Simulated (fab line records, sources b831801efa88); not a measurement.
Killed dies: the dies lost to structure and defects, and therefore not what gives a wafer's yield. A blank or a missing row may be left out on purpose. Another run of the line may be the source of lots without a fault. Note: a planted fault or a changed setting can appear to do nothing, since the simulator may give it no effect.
Which tool did it? :: flow gf180mcu :: Sampling: 12 lots, 36 wafers, 4 of 602 route steps

== WHAT EACH GAUGE READ, for each wafer ==
GF_TOP_METAL_OVL_MEAS_15.
lot: L177
measured: day 28 22:36
on: overlay-01
TOP_METAL_OVL (nm): 1.1 0.2 -1.3

lot: L176
measured: day 29 03:16
on: overlay-02
TOP_METAL_OVL (nm): -0.6 1.7 0.1

lot: L180
measured: day 29 06:03
on: overlay-01
TOP_METAL_OVL (nm): 0.8 0.1 1.1

lot: L181
measured: day 29 06:29
on: overlay-02
TOP_METAL_OVL (nm): 1.9 1.0 -1.8

lot: L182
measured: day 29 11:34
on: overlay-02
TOP_METAL_OVL (nm): 3.6 2.8 2.3

lot: L185
measured: day 30 12:36
on: overlay-01
TOP_METAL_OVL (nm): -1.0 -0.2 -0.7

lot: L186
measured: day 30 15:27
on: overlay-01
TOP_METAL_OVL (nm): 3.3 2.0 1.6

lot: L187
measured: day 30 21:48
on: overlay-02
TOP_METAL_OVL (nm): 3.3 0.7 3.9

lot: L188
measured: day 31 02:28
on: overlay-02
TOP_METAL_OVL (nm): 0.4 0.8 -0.6

lot: L191
measured: day 32 06:19
on: overlay-02
TOP_METAL_OVL (nm): 163.5 163.7 162.1

lot: L195
measured: day 33 01:05
on: overlay-01
TOP_METAL_OVL (nm): 161.5 162.0 162.3

lot: L197
measured: day 33 13:28
on: overlay-02
TOP_METAL_OVL (nm): 0.2 1.3 1.6

== WHAT TOOL EACH LOT RAN ON (gives the tool, then ch and the chambers of the sampled wafers, and finally the start) ==
lot: L177
GF_V4_ETCH_16: rie diel-03 ch 1,3, day 25 01:35
GF_TOP_METAL_SPUTTER_03: pvd sputter-03, day 28 01:16
GF_TOP_METAL_EXPOSE_11: iline stepper-02 ch 0, day 28 11:54

lot: L176
GF_V4_ETCH_16: rie diel-03 ch 1,2,3, day 25 05:50
GF_TOP_METAL_SPUTTER_03: pvd sputter-02, day 28 05:57
GF_TOP_METAL_EXPOSE_11: iline stepper-02 ch 0, day 28 16:30

lot: L180
GF_V4_ETCH_16: rie diel-01 ch 1,3, day 25 07:56
GF_TOP_METAL_SPUTTER_03: pvd sputter-03, day 28 08:13
GF_TOP_METAL_EXPOSE_11: iline stepper-01 ch 0, day 28 19:24

lot: L181
GF_V4_ETCH_16: rie diel-04 ch 1,2, day 25 09:59
GF_TOP_METAL_SPUTTER_03: pvd sputter-02, day 28 08:53
GF_TOP_METAL_EXPOSE_11: iline stepper-02 ch 0, day 28 20:02

lot: L182
GF_V4_ETCH_16: rie diel-03 ch 0,1,2, day 25 16:38
GF_TOP_METAL_SPUTTER_03: pvd sputter-04, day 28 14:11
GF_TOP_METAL_EXPOSE_11: iline stepper-02 ch 0, day 29 01:16

lot: L185
GF_V4_ETCH_16: rie diel-04 ch 2,3, day 26 20:11
GF_TOP_METAL_SPUTTER_03: pvd sputter-02, day 29 18:04
GF_TOP_METAL_EXPOSE_11: iline stepper-02 ch 0, day 30 03:44

lot: L186
GF_V4_ETCH_16: rie diel-04 ch 0,2, day 26 22:50
GF_TOP_METAL_SPUTTER_03: pvd sputter-04, day 29 20:47
GF_TOP_METAL_EXPOSE_11: iline stepper-01 ch 0, day 30 06:08

lot: L187
GF_V4_ETCH_16: rie diel-04 ch 0,2, day 27 06:47
GF_TOP_METAL_SPUTTER_03: pvd sputter-04, day 30 03:59
GF_TOP_METAL_EXPOSE_11: iline stepper-01 ch 0, day 30 13:20

lot: L188
GF_V4_ETCH_16: rie diel-03 ch 0,3, day 27 13:56
GF_TOP_METAL_SPUTTER_03: pvd sputter-03, day 30 08:56
GF_TOP_METAL_EXPOSE_11: iline stepper-01 ch 0, day 30 18:08

lot: L191
GF_V4_ETCH_16: rie diel-01 ch 0,1,2, day 29 00:47
GF_TOP_METAL_SPUTTER_03: pvd sputter-04, day 31 13:52
GF_TOP_METAL_EXPOSE_11: iline stepper-02 ch 0, day 31 22:05

lot: L195
GF_V4_ETCH_16: rie diel-01 ch 0,1,2, day 29 23:47
GF_TOP_METAL_SPUTTER_03: pvd sputter-02, day 32 09:26
GF_TOP_METAL_EXPOSE_11: iline stepper-02 ch 0, day 32 17:16

lot: L197
GF_V4_ETCH_16: rie diel-04 ch 0,1,3, day 30 13:56
GF_TOP_METAL_SPUTTER_03: pvd sputter-02, day 32 22:49
GF_TOP_METAL_EXPOSE_11: iline stepper-01 ch 0, day 33 06:01
- GF_V4_ETCH_16: etches BARC in N2/H2.
- GF_TOP_METAL_SPUTTER_03: material Ti, target thk 5 nm, time 3.3 s.
- GF_TOP_METAL_EXPOSE_11: exposes mask MetalTop, target cd 440 nm.

== WHAT THE TOOLS THEMSELVES READ (means of the sampled wafers that have a number; where no wafer has one, the mark that the record gives instead) ==
GF_V4_ETCH_16.
lot: L177
tool: rie diel-03
drypump motor current A (A): 5.7
oes product au (a.u.): 0.856
throttle valve pct (%): 13.231

lot: L176
tool: rie diel-03
drypump motor current A (A): 6.0
oes product au (a.u.): 0.852
throttle valve pct (%): 13.218

lot: L180
tool: rie diel-01
drypump motor current A (A): 5.7
oes product au (a.u.): 0.854
throttle valve pct (%): 13.233

lot: L181
tool: rie diel-04
drypump motor current A (A): 6.1
oes product au (a.u.): 0.857
throttle valve pct (%): 13.218

lot: L182
tool: rie diel-03
drypump motor current A (A): 5.8
oes product au (a.u.): 0.853
throttle valve pct (%): 13.220

lot: L185
tool: rie diel-04
drypump motor current A (A): 5.9
oes product au (a.u.): 0.859
throttle valve pct (%): 13.222

lot: L186
tool: rie diel-04
drypump motor current A (A): 6.0
oes product au (a.u.): 0.857
throttle valve pct (%): 13.228

lot: L187
tool: rie diel-04
drypump motor current A (A): 5.9
oes product au (a.u.): 0.855
throttle valve pct (%): 13.230

lot: L188
tool: rie diel-03
drypump motor current A (A): 5.5
oes product au (a.u.): 0.851
throttle valve pct (%): 13.231

lot: L191
tool: rie diel-01
drypump motor current A (A): 6.0
oes product au (a.u.): 0.856
throttle valve pct (%): 13.216

lot: L195
tool: rie diel-01
drypump motor current A (A): 6.0
oes product au (a.u.): 0.856
throttle valve pct (%): 13.225

lot: L197
tool: rie diel-04
drypump motor current A (A): 5.6
oes product au (a.u.): 0.858
throttle valve pct (%): 13.219

GF_TOP_METAL_SPUTTER_03.
lot: L177
tool: pvd sputter-03
throttle valve pct (%): 31.0

lot: L176
tool: pvd sputter-02
throttle valve pct (%): 29.2

lot: L180
tool: pvd sputter-03
throttle valve pct (%): 30.9

lot: L181
tool: pvd sputter-02
throttle valve pct (%): 30.0

lot: L182
tool: pvd sputter-04
throttle valve pct (%): 31.4

lot: L185
tool: pvd sputter-02
throttle valve pct (%): 29.8

lot: L186
tool: pvd sputter-04
throttle valve pct (%): 30.6

lot: L187
tool: pvd sputter-04
throttle valve pct (%): 31.4

lot: L188
tool: pvd sputter-03
throttle valve pct (%): 29.8

lot: L191
tool: pvd sputter-04
throttle valve pct (%): 31.1

lot: L195
tool: pvd sputter-02
throttle valve pct (%): 29.8

lot: L197
tool: pvd sputter-02
throttle valve pct (%): 30.1

GF_TOP_METAL_EXPOSE_11.
lot: L177
tool: iline stepper-02
focus offset nm (nm): -0.7

lot: L176
tool: iline stepper-02
focus offset nm (nm): 0.2

lot: L180
tool: iline stepper-01
focus offset nm (nm): 0.2

lot: L181
tool: iline stepper-02
focus offset nm (nm): 0.5

lot: L182
tool: iline stepper-02
focus offset nm (nm): 0.5

lot: L185
tool: iline stepper-02
focus offset nm (nm): -0.6

lot: L186
tool: iline stepper-01
focus offset nm (nm): -0.1

lot: L187
tool: iline stepper-01
focus offset nm (nm): 0.5

lot: L188
tool: iline stepper-01
focus offset nm (nm): -0.1

lot: L191
tool: iline stepper-02
focus offset nm (nm): 0.1

lot: L195
tool: iline stepper-02
focus offset nm (nm): 0.4

lot: L197
tool: iline stepper-01
focus offset nm (nm): -0.3

== THE ANSWER, worked out from the rows above alone ==
Rule: the lots themselves supply what counts as usual. The widest of any qualifying gaps counts: lots, ordered by their means at a reading, are off when they make up no more than a third of the lots, leave a main group of 4 or more, and stand apart from it by 3 or more times the standard deviation of that group's means. If all means in a main group match to the digits the tables above print for the reading, that group is not used. Also off: a lot with no number at a reading for which 4 or more lots have one. The other lots that the step has rows for count as sound. After the gauges, taken in route order, come the tools' own readings; for these a lot's mean is taken, as printed above. The first step at which some lot is off is used, and at that step the reading that is off furthest; a lot without a number counts as furthest.
Off: L191, L195, at GF_TOP_METAL_OVL_MEAS_15 (TOP_METAL_OVL). The main group: mean 1.0 nm, standard deviation 1.1.
If a tool, at a process step before that reading, ran all the lots that are off and no sound lot after the first of them, it fits. The gauges at GF_TOP_METAL_OVL_MEAS_15 are tried like those tools. Can't be told from this: 2 tools fit, rie diel-01 at GF_V4_ETCH_16, iline stepper-02 at GF_TOP_METAL_EXPOSE_11.

== WHAT WAS PUT IN BY THE SIMULATOR ==
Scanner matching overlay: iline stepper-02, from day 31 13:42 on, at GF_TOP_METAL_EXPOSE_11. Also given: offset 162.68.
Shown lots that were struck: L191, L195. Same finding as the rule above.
